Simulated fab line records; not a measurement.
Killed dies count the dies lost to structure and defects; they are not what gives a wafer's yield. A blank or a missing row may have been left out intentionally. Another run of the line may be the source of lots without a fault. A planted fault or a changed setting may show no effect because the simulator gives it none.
Code-filled problem report in 8D (eight disciplines) form -- flow sky130 -- the parts of the form that need people (team, actions taken, sign-off) are left out

## 1. THE ISSUE
Mean of heaterPowerTotalW at SKY_SONOS_ONO_SOFTBAKE_09: 59.45 W across 4 wafers in 2 lots; on wafers with no fault it is 56.59 W (standard deviation 0.043). Measured from the usual mean, that is +66 standard deviations.
The step: time 60 s.
Earliest sighting: wafer L469.2 on lithoTrack-03 at day 14 00:40. The record has a number at this step for 41 wafers belonging to 14 lots. The rule behind "out" and "out of limits": a value lying over 4 standard deviations away from the usual mean. The rest of the wafers with a number are treated as sound.

## 2. WHAT IT IS; WHAT IT IS NOT
question,is,is not
which readings at this step,"heaterPowerTotalW, runLengthS",-
which lots,"L469, L472","L465, L466, L468, L477, L481, L482, L483, L484, L485, L486, L487, L488"
which wafers of those lots,"L469.2, L469.6, L472.2, L472.6",L469.4
read on which tools,lithoTrack-03,"lithoTrack-02, lithoTrack-04"
when,from day 14 00:40,"up to then (7 sound wafers); but 30 sound wafers of L468, L477, L481, L482, L483, L484, L485, L486, L487, L488 came after"

## 3. THE SUSPECTS, EACH WITH WHAT RULES IT OUT
Counting: if a tool at a process step up to the reading ran every lot that is out, it stays a suspect. Sound lots after the first of them don't rule it out here, since some wafers of a struck lot are sound.
- lithoTrack-03 at SKY_SONOS_ONO_SOFTBAKE_09 (time 60 s): kept. It ran every lot that is out, first L469 (day 14 00:40); its last sound lot up to then is L466 (day 13 07:53). Its own readings are out on those wafers: heaterPowerTotalW, runLengthS.
Left after counting: lithoTrack-03 at SKY_SONOS_ONO_SOFTBAKE_09.

## 4. THE CAUSE (what the simulator had put in)
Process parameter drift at SKY_SONOS_ONO_SOFTBAKE_09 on lithoTrack-03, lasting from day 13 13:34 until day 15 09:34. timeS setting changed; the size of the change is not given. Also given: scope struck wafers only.
This tool alone remained once counting was done.

## 5. SEQUENCE OF EFFECTS, ordered by route
Rows list readings where the struck wafers' mean (over those with a number) sits beyond 3 standard deviations from the usual. Scope: only readings with a usual standard deviation given in the record; hours: median across lots of the time from each lot's start at the first step in this table that gives one to its start at this step; sigmas: change in usual standard deviations.
hours,step,reading,usual,on struck wafers,change,sigmas
0,SKY_SONOS_ONO_SOFTBAKE_09,heaterPowerTotalW,56.59 W,59.45,+2.86,+66
0,SKY_SONOS_ONO_SOFTBAKE_09,runLengthS,89.1 s,80.3,-8.8,-26
The process steps in it:
- SKY_SONOS_ONO_SOFTBAKE_09: time 60 s.

## 6. HOW IT WOULD HAVE BEEN CAUGHT EARLIER
In this record no reading fell out of limits until day 14 00:40, 11 hours after the fault had begun at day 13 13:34.
